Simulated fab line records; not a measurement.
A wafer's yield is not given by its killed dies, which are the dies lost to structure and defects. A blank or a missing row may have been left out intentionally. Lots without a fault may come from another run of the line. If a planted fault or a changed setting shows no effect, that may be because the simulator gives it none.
A lot that was struck, set against a sound lot || flow sky130 || 15 steps out of a route of 708
Sound: wafers L109.1, L109.2, L109.6. Struck: wafers L110.3, L110.4, L110.5. The cause is named last.
Order at every step that has rows: each side's tool, ch and its chambers, its first start. Under that, the readings that differ: sound wafers || struck wafers || difference of the means || sigmas: that difference in standard deviations of wafers without a fault.
alike: words and numbers the same on both sides, and readings whose means are apart by under 2 such deviations; not compared: readings that were withheld, readings missing a value for some wafer, numbers with overlapping values and no deviation given by the record, and bounds like >300 which may hide the same value.
Wherever a step has rows on one side only, a row that says differs or no value, or a row with sigmas, the two part there. Non-overlapping numbers with no deviation appear without sigmas and do not part them. A reading that every wafer of one side lacks parts them only if that side has two wafers or more.

first, 4 steps without rows for these wafers: SKY_LDD_N_SOFTBAKE_03 (time 60 s); SKY_LDD_N_EXPOSE_04 (exposes mask NTM, target cd 840 nm); SKY_LDD_N_PEB_05; SKY_LDD_N_DEVELOP_06 (develop time 60 s).
SKY_LDD_N_OVL_MEAS_07:
  sound on overlay-02 at day 19 19:59; struck on overlay-02 at day 20 08:44
  alike: LDD_N_OVL
then, 7 steps without rows for these wafers: SKY_LDD_N_IMPLANT_08; SKY_LDD_N_IMPLANT_09; SKY_LDD_N_IMPLANT_10; SKY_LDD_N_IMPLANT_11; SKY_LDD_N_IMPLANT_12; SKY_LDD_N_IMPLANT_13; SKY_LDD_N_IMPLANT_14.
SKY_LDD_N_IMPLANT_15:
  sound on implanter-03 ch 0, day 19 21:04; struck on implanter-03 ch 0, day 20 09:51
{"reading": "dose-ions-cm2", "sound": "4.991e+12 4.998e+12 5.002e+12", "struck": "5.21e+12 5.211e+12 5.212e+12", "difference": "+2.14e+11", "sigmas": "+44"}
{"reading": "faraday-current-uA", "sound": "27.7 27.6 28.3", "struck": "29.3 29.5 29.1", "difference": "+1.4", "sigmas": "+3"}
  alike: beam-on-s
SKY_LDD_N_STRIP_16: strips in O2/N2.
  sound on plasma-asher-04 ch 0,1, day 19 21:13; struck on plasma-asher-01 ch 0,1, day 20 09:59
  alike: chamber-pressure-mTorr, drypump-motor-current-A, oes-product-au, strip-time-to-endpoint-s
  not compared: rf-hours-counter-h
-- record jumps: 27 days separate the struck wafers' starts on either side; left off in module LDD_N, taken up again in module PAD_OPEN, whose first shown step is the route's number 708 --
SKY_PAD_OPEN_PROBE_99:
  sound on prober-01 at day 47 01:48; struck on prober-02 at day 47 03:40
  alike: killed_at_M0_to_M3, killed_at_M4_up, killed-at-contacts, killed-at-front-end, killed-at-other, killed-dies, killed-open, killed-short

## WHERE THEY PART
Within this record, at SKY_LDD_N_IMPLANT_15 only. Later steps at which nothing parts them and some readings are alike: SKY_LDD_N_STRIP_16, SKY_PAD_OPEN_PROBE_99.

WHY: whatever the simulator had introduced
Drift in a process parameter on implanter-03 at SKY_LDD_N_IMPLANT_15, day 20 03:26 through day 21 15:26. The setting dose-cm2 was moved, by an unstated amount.
